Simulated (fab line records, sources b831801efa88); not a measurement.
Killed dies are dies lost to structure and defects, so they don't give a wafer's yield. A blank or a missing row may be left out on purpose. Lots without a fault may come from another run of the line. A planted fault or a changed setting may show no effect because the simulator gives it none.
A struck lot beside a sound one | flow sky130 | 17 steps out of a route of 708
Sound: wafers L361.1, L361.2, L361.5. Struck: wafer L368.2. (L368.4, L368.6 of the same lot were not struck and are left out.) The cause comes at the end.
At each step with rows: each side's tool, then ch and its chambers, then its first start. Under that, the readings that differ: sound wafers | struck wafers | difference of the means | sigmas: that difference in standard deviations of wafers without a fault.
alike: readings whose means differ by less than 2 such deviations, and words and numbers that are the same on both sides. not compared: withheld readings, readings that some wafer has no value for, bounds like >300 that may hide the same value, and numbers for which the record gives no deviation and whose values overlap.
The two part at a step that has a row with sigmas, a row that says differs or no value, or rows on one side only. Numbers that don't overlap but have no deviation are shown without sigmas and don't part them. A reading that every wafer of one side lacks parts them only if that side has two wafers or more.

SKY_POLY_GATE_THK_MEAS_04:
  sound on film_metro-04, day 16 23:19; struck on film_metro-04, day 19 14:44
  alike: POLY_GATE_CVD_03_THK
then, 8 steps without rows for these wafers: SKY_POLY_GATE_DEHYDRATE_05 (time 60 s); SKY_POLY_GATE_HMDS_06 (prime time 60 s); SKY_POLY_GATE_COAT_07 (resist thk 110 nm); SKY_POLY_GATE_COAT_08 (resist thk 450 nm); SKY_POLY_GATE_SOFTBAKE_09 (time 90 s); SKY_POLY_GATE_EXPOSE_10 (exposes mask P1M, target cd 150 nm); SKY_POLY_GATE_PEB_11; SKY_POLY_GATE_DEVELOP_12 (develop time 60 s).
SKY_POLY_GATE_CD_MEAS_13: target cd 150 nm.
  sound on cd_sem-01, day 18 06:32; struck on cd_sem-02, day 20 23:40
  alike: cd_nm
SKY_POLY_GATE_OVL_MEAS_14:
  sound on overlay-01, day 18 06:40; struck on overlay-02, day 20 23:46
  alike: POLY_GATE_OVL
SKY_POLY_GATE_ETCH_15: etches BARC in N2/H2, stops on SiO2, time 118.5 s, target depth 110 nm.
  sound on rie_diel-01 ch 0,1, day 18 06:42; struck on rie_diel-02 ch 1, day 20 23:48
  reading                     | sound             | struck | difference | sigmas
  drypump_motor_current_A (A) | 5.89 6.15 6.15    | 5.41   | -0.65      | -2
  oes_product_au (a.u.)       | 0.721 0.713 0.715 | 0.706  | -0.010     | -2
  alike: throttle_valve_pct
  not compared: rf_hours_counter_h
SKY_POLY_GATE_ETCH_16: etches Si3N4 in CH3F/O2, stops on poly-Si, time 147.5 s, target depth 75 nm.
  sound on rie_diel-01 ch 0,1, day 18 06:47; struck on rie_diel-02 ch 1, day 20 23:53
  reading                                          | sound                | struck | difference | sigmas
  drypump_motor_current_A (A)                      | 5.89 6.15 6.15       | 5.37   | -0.69      | -2
  throttle_valve_pct (%)                           | 10.543 10.540 10.532 | 10.516 | -0.022     | -2
  model.KrF-thick_of_POLY_GATE_COAT_08.thk_nm (nm) | 229.4 234.7 232.1    | 284    | +52        |
  alike: oes_product_au
  not compared: rf_hours_counter_h
SKY_POLY_GATE_ETCH_17: etches poly-Si in HBr/Cl2, stops on SiO2, target depth 180 nm, time 70.5 s.
  sound on rie_si-01 ch 0,2,3, day 18 06:53; struck on rie_si-01 ch 0, day 20 23:59
  reading                                          | sound             | struck | difference | sigmas
  model.KrF-thick_of_POLY_GATE_COAT_08.thk_nm (nm) | 136.1 141.8 138.4 | 191.3  | +52.5      |
  alike: drypump_motor_current_A, oes_product_au, throttle_valve_pct
  not compared: rf_hours_counter_h
SKY_POLY_GATE_STRIP_18: strips in O2/N2.
  sound on plasma_asher-04 ch 0,1, day 18 06:56; struck on plasma_asher-04 ch 0, day 21 00:02
  reading                      | sound             | struck | difference | sigmas
  oes_product_au (a.u.)        | 0.366 0.361 0.362 | 0.388  | +0.025     | +5
  strip_time_to_endpoint_s (s) | 3.12 3.20 3.14    | 3.72   | +0.57      | +16
  alike: drypump_motor_current_A
  not compared: rf_hours_counter_h
then, 1 step without rows for these wafers: SKY_POLY_GATE_CLEAN_19 (cleans in SC1/SC2, time 150 s).
-- the record jumps here: 29 days lie between the struck wafers' starts before and after (it left off in module POLY_GATE and takes up again in module PAD_OPEN, whose first step shown is number 708 of the route) --
SKY_PAD_OPEN_PROBE_99:
  sound on prober-01, day 48 16:35; struck on prober-02, day 50 02:14
  reading             | sound    | struck | difference | sigmas
  killed_at_contacts  | 37 22 33 | 19     | -12        | -2
  killed_at_front_end | 17 12 13 | 26     | +12        | +3
  alike: killed_at_M0_to_M3, killed_at_M4_up, killed_at_other, killed_dies, killed_open, killed_short

WHERE THEY PART
First at SKY_POLY_GATE_ETCH_15; last, within this record, at SKY_PAD_OPEN_PROBE_99.

WHY: what the simulator had put in
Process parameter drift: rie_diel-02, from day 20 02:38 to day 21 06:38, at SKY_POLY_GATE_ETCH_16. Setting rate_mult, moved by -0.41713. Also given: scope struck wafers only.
